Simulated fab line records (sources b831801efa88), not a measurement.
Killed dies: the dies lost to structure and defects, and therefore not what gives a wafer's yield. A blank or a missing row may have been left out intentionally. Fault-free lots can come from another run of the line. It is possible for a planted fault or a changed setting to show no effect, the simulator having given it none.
Chamber matching ; flow sfq-line ; SFQ_TRILAYER_I5_BARC_OPEN_VIA_ETCH_200 on rie-diel-03: 4 sister chambers
The step etches BARC in O2, target depth 125 nm, time 41.7 s. 14 wafers are shown with their chamber, then 7 later ones without.

## EACH WAFER AND ITS CHAMBER
wafer;chamber;drypump-motor-current-A (A);oes-product-au (a.u.)
L223.1;0;6.3;0.686
L223.4;1;6.5;0.686
L223.5;1;6.5;0.682
L224.1;3;5.9;0.688
L224.3;2;5.3;0.690
L224.5;3;5.9;0.688
L227.1;1;6.6;0.684
L227.2;3;5.9;0.687
L227.3;2;5.3;0.684
L230.1;3;5.9;0.680
L230.2;0;6.3;0.690
L230.6;1;6.6;0.692
L240.1;0;6.3;0.691
L240.2;1;6.6;0.686

SIGNATURES (averages over the wafers above)
reading;chamber 0;chamber 1;chamber 2;chamber 3;scatter within a chamber
drypump-motor-current-A;6.300;6.560;5.300;5.900;0.0346
oes-product-au;0.68900;0.68600;0.68700;0.68575;0.00364
Rule: for a wafer and a chamber, the distance is found by dividing, reading by reading, the gap between the wafer's reading and the chamber's mean by the reading's scatter, squaring, summing and taking the root. The wafer belongs to the nearest chamber; if the next one is less than 2 further off, it can't be placed. The scatter: take each reading less its chamber's mean, square it, sum over the shown wafers, divide by the number of wafers less the number of chambers, and take the root.

## WAFERS MISSING THEIR CHAMBER
wafer;drypump-motor-current-A (A);oes-product-au (a.u.)
L240.4;5.9;0.679
L243.1;6.6;0.679
L243.2;6.3;0.678
L243.5;5.3;0.685
L244.2;5.3;0.689
L244.3;6.3;0.682
L244.6;5.8;0.695

## WHICH CHAMBER EACH WENT THROUGH
wafer;from the rows above;in truth
L240.4;3;3
L243.1;1;1
L243.2;0;0
L243.5;2;2
L244.2;2;2
L244.3;0;0
L244.6;3;3
Correct placement for 7 of the 7. Number that these rows cannot place: 0. 0 placed wrongly.
